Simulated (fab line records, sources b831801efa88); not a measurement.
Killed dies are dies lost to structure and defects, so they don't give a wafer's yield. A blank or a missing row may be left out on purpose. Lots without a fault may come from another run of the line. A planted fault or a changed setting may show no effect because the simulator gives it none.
Which tool did it? | flow gf180mcu | 7 lots, 20 wafers sampled, at 5 steps of a route of 602

WHAT THE GAUGES READ, wafer by wafer
GF_M2_OVL_MEAS_15.
lot  | measured     | on         | M2_OVL (nm)
L734 | day 19 13:56 | overlay-02 | 7 5 6
L737 | day 20 17:49 | overlay-02 | 5 11 11
L740 | day 21 21:43 | overlay-01 | 3 -8 3
L742 | day 22 20:41 | overlay-02 | 8 8 13
L747 | day 24 10:26 | overlay-01 | 3 -3 -2
L749 | day 24 23:29 | overlay-01 | -7 4
L756 | day 27 05:41 | overlay-01 | -2 -1 -6

WHICH TOOL RAN EACH LOT (tool, then ch and the chambers of the sampled wafers, then the start)
lot  | GF_HV_LDD_COAT_26                 | GF_HV_LDD_STRIP_37                   | GF_M2_SPUTTER_00             | GF_M2_SPUTTER_01
L734 | litho_track-02 ch 0, day 11 10:52 | plasma_asher-01 ch 0, day 11 21:17   | pvd_sputter-03, day 18 13:35 | pvd_sputter-03, day 18 13:41
L737 | litho_track-03 ch 0, day 12 10:05 | plasma_asher-03 ch 0,1, day 12 20:40 | pvd_sputter-01, day 19 17:26 | pvd_sputter-01, day 19 17:32
L740 | litho_track-02 ch 0, day 13 09:33 | plasma_asher-04 ch 0,1, day 13 20:33 | pvd_sputter-03, day 20 21:16 | pvd_sputter-03, day 20 21:22
L742 | litho_track-03 ch 0, day 14 04:49 | plasma_asher-04 ch 0,1, day 14 16:05 | pvd_sputter-01, day 21 21:04 | pvd_sputter-01, day 21 21:10
L747 | litho_track-01 ch 0, day 15 17:26 | plasma_asher-04 ch 0,1, day 16 05:49 | pvd_sputter-03, day 23 12:09 | pvd_sputter-03, day 23 12:15
L749 | litho_track-02 ch 0, day 16 07:01 | plasma_asher-04 ch 0,1, day 16 19:23 | pvd_sputter-01, day 24 00:52 | pvd_sputter-01, day 24 00:58
L756 | litho_track-01 ch 0, day 18 15:22 | plasma_asher-04 ch 0,1, day 19 04:32 | pvd_sputter-02, day 26 08:31 | pvd_sputter-02, day 26 08:37
- GF_HV_LDD_COAT_26: resist thk 1000 nm.
- GF_HV_LDD_STRIP_37: strips in O2/N2.
- GF_M2_SPUTTER_00: material Ti, target thk 37.5 nm, time 150 s.
- GF_M2_SPUTTER_01: material TiN, target thk 30 nm, time 25 s.

THE ANSWER, worked out from the rows above alone
Rule: what is usual is taken from the lots themselves. Put in order of their means at a reading, lots are off if they are a third of the lots or fewer, leave a main group of 4 or more, and stand apart from it by a gap of 3 or more times the standard deviation of the main group's means; of several such gaps the widest counts. A main group whose means are all the same, to the digits that the tables above print for the reading, isn't used. A lot without any number at a reading at which 4 lots or more have one is off too. The other lots that the step has rows for count as sound.
No lot is off at any reading shown: from this, nothing can be told.

WHAT THE SIMULATOR HAD PUT IN
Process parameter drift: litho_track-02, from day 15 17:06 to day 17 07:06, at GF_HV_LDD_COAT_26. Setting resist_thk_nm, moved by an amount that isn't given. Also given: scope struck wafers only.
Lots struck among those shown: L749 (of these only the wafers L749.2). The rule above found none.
